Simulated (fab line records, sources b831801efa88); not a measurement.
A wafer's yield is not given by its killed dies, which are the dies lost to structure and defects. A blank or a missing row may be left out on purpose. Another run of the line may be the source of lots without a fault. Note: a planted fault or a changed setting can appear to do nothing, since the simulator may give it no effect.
What tool caused it? | flow gf180mcu | 12 lots with 36 wafers sampled at 5 steps, on a route of 602 steps

== WHAT EACH GAUGE READ, for each wafer ==
GF_PSD_OVL_MEAS_08. Usual: PSD_OVL gives -0.4 nm (standard deviation 1.3).
lot  | measured     | on         | PSD_OVL (nm)   | flag
L653 | day 14 14:44 | overlay-01 | 0.6 0.6 1.2    | 
L654 | day 15 08:16 | overlay-02 | -0.8 -2.0 -1.0 | 
L655 | day 15 10:34 | overlay-02 | -0.4 -0.8 0.9  | 
L656 | day 15 18:12 | overlay-02 | -0.8 -1.9 -1.7 | 
L657 | day 16 03:41 | overlay-01 | -3.1 -3.6 -2.5 | 
L658 | day 16 12:32 | overlay-01 | -1.3 0.2 0.2   | 
L660 | day 16 23:27 | overlay-01 | -0.8 -0.3 -1.1 | 
L662 | day 18 01:50 | overlay-02 | 0.5 0.3 1.3    | 
L664 | day 18 15:50 | overlay-02 | 0.0 -0.7 -1.7  | 
L669 | day 20 10:41 | overlay-02 | -0.7 -0.4 -0.6 | 
L672 | day 21 14:21 | overlay-02 | -2.1 -1.3 0.5  | 
L673 | day 21 18:15 | overlay-02 | 0.4 0.1 0.7    | 

GF_CONTACT_THK_MEAS_01. Usual: CONTACT_CVD_00_THK gives 301 nm (standard deviation 3.3).
lot  | measured     | on           | CONTACT_CVD_00_THK (nm) | flag
L653 | day 15 13:18 | filmMetro-02 | 298 306 300             | 
L654 | day 16 07:36 | filmMetro-02 | 298 299 295             | 
L655 | day 16 10:34 | filmMetro-04 | 307 298 303             | 
L656 | day 16 18:25 | filmMetro-04 | 296 297 303             | 
L657 | day 17 04:41 | filmMetro-04 | 305 303 297             | 
L658 | day 17 12:59 | filmMetro-01 | 303 304 309             | 
L660 | day 18 01:07 | filmMetro-02 | 300 296 301             | 
L662 | day 19 03:56 | filmMetro-01 | 303 300 304             | 
L664 | day 19 18:20 | filmMetro-01 | 299 302 300             | 
L669 | day 21 12:52 | filmMetro-01 | 302 308 304             | 
L672 | day 22 15:08 | filmMetro-01 | 303 305 299             | 
L673 | day 22 19:26 | filmMetro-01 | 301 297 297             | 

GF_CONTACT_THK_MEAS_03. Usual: CONTACT_CVD_02_THK gives 861 nm (standard deviation 11).
lot  | measured     | on           | CONTACT_CVD_02_THK (nm) | flag
L653 | day 15 13:26 | filmMetro-04 | 860 865 863             | 
L654 | day 16 07:44 | filmMetro-01 | 854 851 868             | 
L655 | day 16 10:42 | filmMetro-02 | 854 864 860             | 
L656 | day 16 18:33 | filmMetro-01 | 855 876 864             | 
L657 | day 17 04:49 | filmMetro-01 | 858 875 867             | 
L658 | day 17 13:07 | filmMetro-04 | 847 840 852             | 
L660 | day 18 01:14 | filmMetro-01 | 856 873 853             | 
L662 | day 19 04:04 | filmMetro-02 | 850 864 874             | 
L664 | day 19 18:28 | filmMetro-02 | 856 852 867             | 
L669 | day 21 12:59 | filmMetro-02 | 854 873 883             | 
L672 | day 22 15:16 | filmMetro-02 | 857 596 869             | OFF
L673 | day 22 19:34 | filmMetro-02 | 601 606 867             | OFF

== EACH LOT AND THE TOOL THAT RAN IT (in order: tool; ch and the chambers of the sampled wafers; start) ==
lot  | GF_NSD_STRIP_11                     | GF_CONTACT_CVD_02
L653 | plasmaAsher-01 ch 0,1, day 13 17:46 | pecvd-01 ch 0,1,2, day 15 13:20
L654 | plasmaAsher-01 ch 0, day 14 11:17   | pecvd-04 ch 1,2, day 16 07:40
L655 | plasmaAsher-01 ch 0,1, day 14 13:39 | pecvd-01 ch 0,1,2, day 16 10:38
L656 | plasmaAsher-02 ch 0,1, day 14 21:04 | pecvd-01 ch 0,1,2, day 16 18:28
L657 | plasmaAsher-02 ch 0,1, day 15 06:37 | pecvd-04 ch 0,2, day 17 04:44
L658 | plasmaAsher-01 ch 0,1, day 15 14:37 | pecvd-01 ch 0,1,2, day 17 13:02
L660 | plasmaAsher-03 ch 0,1, day 16 00:49 | pecvd-04 ch 0,1,2, day 18 01:09
L662 | plasmaAsher-02 ch 0,1, day 17 02:05 | pecvd-04 ch 1,2, day 19 03:59
L664 | plasmaAsher-03 ch 0,1, day 17 15:28 | pecvd-01 ch 0,1, day 19 18:24
L669 | plasmaAsher-03 ch 0,1, day 19 09:46 | pecvd-04 ch 0,1,2, day 21 12:55
L672 | plasmaAsher-02 ch 0,1, day 20 14:13 | pecvd-04 ch 1,2, day 22 15:11
L673 | plasmaAsher-01 ch 0,1, day 20 18:47 | pecvd-04 ch 0,1,2, day 22 19:29
- GF_NSD_STRIP_11: strips in O2/N2.
- GF_CONTACT_CVD_02: deposits SiO2 from TEOS, target thk 860 nm, time 95.992 s.

== AS READ BY THE TOOLS THEMSELVES (means over the sampled wafers that have a number; for cases with no such wafer, the mark the record gives instead) ==
GF_NSD_STRIP_11. Usual: drypumpMotorCurrentA 5.5 A, standard deviation 0.35; heaterPowerW 320 W, standard deviation 22; oesProductAu 0.487 a.u., standard deviation 0.0046; stripTimeToEndpointS 22.95 s, standard deviation 0.036.
lot  | tool           | drypumpMotorCurrentA (A) | heaterPowerW (W) | oesProductAu (a.u.) | stripTimeToEndpointS (s) | flag
L653 | plasmaAsher-01 | 5.5                      | 343              | 0.486               | 22.93                    | 
L654 | plasmaAsher-01 | 5.6                      | 351              | 0.488               | 22.96                    | 
L655 | plasmaAsher-01 | 5.5                      | 343              | 0.485               | 22.92                    | 
L656 | plasmaAsher-02 | 5.3                      | 300              | 0.487               | 22.94                    | 
L657 | plasmaAsher-02 | 5.3                      | 308              | 0.485               | 22.93                    | 
L658 | plasmaAsher-01 | 5.4                      | 341              | 0.486               | 22.92                    | 
L660 | plasmaAsher-03 | 5.9                      | 319              | 0.490               | 22.99                    | 
L662 | plasmaAsher-02 | 5.3                      | 293              | 0.486               | 23.01                    | 
L664 | plasmaAsher-03 | 5.9                      | 319              | 0.490               | 22.92                    | 
L669 | plasmaAsher-03 | 5.9                      | 314              | 0.484               | 22.95                    | 
L672 | plasmaAsher-02 | 5.3                      | 302              | 0.488               | 22.96                    | 
L673 | plasmaAsher-01 | 5.4                      | 367              | 0.479               | 22.93                    | 

GF_CONTACT_CVD_02. Usual: heaterPowerW reads 617 W (standard deviation 85).
lot  | tool     | heaterPowerW (W) | flag
L653 | pecvd-01 | 670              | 
L654 | pecvd-04 | 582              | 
L655 | pecvd-01 | 679              | 
L656 | pecvd-01 | 610              | 
L657 | pecvd-04 | 625              | 
L658 | pecvd-01 | 654              | 
L660 | pecvd-04 | 572              | 
L662 | pecvd-04 | 698              | 
L664 | pecvd-01 | 634              | 
L669 | pecvd-04 | 620              | 
L672 | pecvd-04 | 606              | 
L673 | pecvd-04 | 600              | 

== THE ANSWER, worked out from the rows above alone ==
Rule: a lot counts as off when the mean over its wafers that have a number is more than 3 standard deviations away from the usual mean. A lot without any number at a reading at which 4 lots or more have one is off too. All remaining lots with rows at the step are treated as sound. First the gauges in route order, then the tools' own readings, where a lot's mean is used as printed above. The first step at which some lot is off is used, and at that step the reading that is off furthest; a lot without a number counts as furthest.
Off: L672, L673, at GF_CONTACT_THK_MEAS_03 (CONTACT_CVD_02_THK).
If a tool, at a process step before that reading, ran all the lots that are off and no sound lot after the first of them, it fits. Gauges at GF_CONTACT_THK_MEAS_03: tried the same way as those tools. Undecided on this evidence; 2 tools fit (pecvd-04 at GF_CONTACT_CVD_02, filmMetro-02 at GF_CONTACT_THK_MEAS_03).

== WHAT THE SIMULATOR HAD INSERTED ==
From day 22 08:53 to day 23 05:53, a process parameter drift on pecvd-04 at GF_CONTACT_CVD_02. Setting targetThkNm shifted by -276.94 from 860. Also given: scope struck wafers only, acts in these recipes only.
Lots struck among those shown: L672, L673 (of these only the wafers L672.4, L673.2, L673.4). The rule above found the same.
